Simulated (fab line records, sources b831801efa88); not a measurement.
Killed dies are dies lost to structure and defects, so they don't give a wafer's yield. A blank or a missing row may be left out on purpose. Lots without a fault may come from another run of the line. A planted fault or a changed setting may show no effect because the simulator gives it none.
Chamber matching | flow sfq_line | SFQ_TRILAYER_I3_VIA_ETCH_VIA_ETCH_088 on rie_diel-04: 4 sister chambers
The step etches SiO2 in CHF3, stops on Nb, target depth 260 nm. 14 wafers are shown with their chamber, then 7 later ones without.

WAFERS WITH THEIR CHAMBER
wafer  | chamber | drypump_motor_current_A (A) | oes_product_au (a.u.) | rf_fwd_power_W (W)
L885.2 | 1       | 5.7                         | 0.851                 | 499.6
L885.4 | 2       | 6.2                         | 0.854                 | 500.2
L885.6 | 1       | 5.7                         | 0.856                 | 498.5
L887.1 | 2       | 6.2                         | 0.852                 | 498.7
L887.3 | 3       | 6.2                         | 0.850                 | 499.7
L887.4 | 1       | 5.7                         | 0.850                 | 498.4
L888.1 | 3       | 6.3                         | 0.843                 | 497.4
L888.2 | 0       | 6.5                         | 0.850                 | 500.3
L888.5 | 3       | 6.3                         | 0.851                 | 498.2
L899.1 | 1       | 5.7                         | 0.849                 | 497.9
L899.3 | 0       | 6.5                         | 0.850                 | 496.8
L899.5 | 1       | 5.7                         | 0.856                 | 498.1
L901.1 | 2       | 6.2                         | 0.849                 | 497.7
L901.2 | 1       | 5.7                         | 0.852                 | 501.8

SIGNATURES (means of the wafers above)
reading                 | chamber 0 | chamber 1 | chamber 2 | chamber 3 | scatter within a chamber
drypump_motor_current_A | 6.500     | 5.700     | 6.200     | 6.267     | 0.0258
oes_product_au          | 0.85000   | 0.85233   | 0.85167   | 0.84800   | 0.0031
rf_fwd_power_W          | 498.550   | 499.050   | 498.867   | 498.433   | 1.51
Rule: a wafer's distance from a chamber is the root of the sum, over the readings, of the square of ((its reading less the chamber's mean) divided by the reading's scatter). The wafer belongs to the nearest chamber; if the next one is less than 2 further off, it can't be placed. The scatter: the root of (the sum of the squares of (reading less its chamber's mean) over the shown wafers, divided by (wafers less chambers)).

WAFERS WITHOUT THEIR CHAMBER
wafer  | drypump_motor_current_A (A) | oes_product_au (a.u.) | rf_fwd_power_W (W)
L901.3 | 6.3                         | 0.853                 | 498.1
L903.2 | 6.2                         | 0.851                 | 498.3
L903.5 | 6.6                         | 0.855                 | 498.5
L903.6 | 6.2                         | 0.852                 | 498.5
L908.1 | 6.2                         | 0.858                 | 497.6
L908.2 | 5.7                         | 0.854                 | 498.6
L908.3 | 6.2                         | 0.852                 | 501.4

WHICH CHAMBER EACH WENT THROUGH
wafer  | from the rows above     | in truth
L901.3 | can't be placed: 3 or 2 | 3
L903.2 | 2                       | 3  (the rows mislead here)
L903.5 | 0                       | 0
L903.6 | 2                       | 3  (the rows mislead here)
L908.1 | can't be placed: 2 or 3 | 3
L908.2 | 1                       | 1
L908.3 | can't be placed: 2 or 3 | 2
Placed correctly: 2 of 7. Can't be placed from these rows: 3 (the true chamber is among the candidates in 3). Placed wrongly: 2.
